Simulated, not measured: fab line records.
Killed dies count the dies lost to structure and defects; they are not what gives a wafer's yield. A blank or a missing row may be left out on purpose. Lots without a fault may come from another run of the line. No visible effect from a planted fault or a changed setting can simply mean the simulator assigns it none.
A single fault, viewed from 2 desks ; flow sky130 ; only its own numbers are on each desk; what lay behind them is given at the end

AT THE TOOL OWNER'S DESK: litho track-01
The tool's own readings at SKY_LOCAL_INTERCONNECT_COAT_05 (resist thk 60 nm): means of the sampled wafers that have a number, for each lot that ran on this tool. If a lot's mean is further than 4 standard deviations from the usual mean, the lot is out of limits and carries the mark OUT (the distance appears in the brackets).
Columns: A = spin speed rpm at SKY_LOCAL_INTERCONNECT_COAT_05, usual 3000.5 rpm
lot;first seen here;A
L639;day 31 05:05;3000.4
L640;day 31 12:28;2998.7
L646;day 32 21:53;3090.6 (+50) OUT
L647;day 33 01:59;3089.2 (+49) OUT
L648;day 33 10:08;3087.2 (+48) OUT
Finding of this desk: L646, L647, L648 out of limits; the first was L646 at day 32 21:53, on spin speed rpm at SKY_LOCAL_INTERCONNECT_COAT_05. L639, L640: within limits.

AT THE METROLOGY DESK
What the gauges read for every lot (on any tool): the sampled wafers with a number, averaged. If a lot's mean is further than 4 standard deviations from the usual mean, the lot is out of limits and carries the mark OUT (the distance appears in the brackets).
Columns: A = cd nm at SKY_POLY_CUT_CD_MEAS_08, usual 269.9 nm; B = LI_CONTACT_W_THK at SKY_LI_CONTACT_THK_MEAS_23, usual 414 nm
lot;first seen here;A;B
L637;day 25 15:04;270.2;413
L639;day 25 17:57;273.5;403
L641;day 26 01:20;268.3;411
L640;day 26 01:40;270.9;421
L642;day 26 04:54;269.4;419
L646;day 27 14:23;268.9;417
L647;day 27 18:08;269.6;408
L648;day 28 03:42;270.7;410
L652;day 29 14:32;270.2;416
L655;day 30 08:53;267.9;407
L658;day 32 06:17;268.3;407
L659;day 32 08:04;268.3;413
L660;day 32 08:52;269.3;413
This desk's verdict: no lot among the 13 shows anything out of limits.

ALL TOGETHER
An alarm could have come from the tool owner's desk at day 32 21:53, on L646, L647, L648.
Nothing out of limits was seen by the metrology desk.
The metrology desk holds a record of L646, L647, L648, inside its limits.
SKY_LOCAL_INTERCONNECT_COAT_05 was run on litho track-01 by each of the lots named.

WHAT THE SIMULATOR PUT IN
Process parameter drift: litho track-01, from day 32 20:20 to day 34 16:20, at SKY_LOCAL_INTERCONNECT_COAT_05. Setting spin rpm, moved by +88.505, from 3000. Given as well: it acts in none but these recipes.
Struck lots among those shown: L646, L647, L648.
Each desk's first reading out of limits, in hours after the fault started: the tool owner's desk, 2.
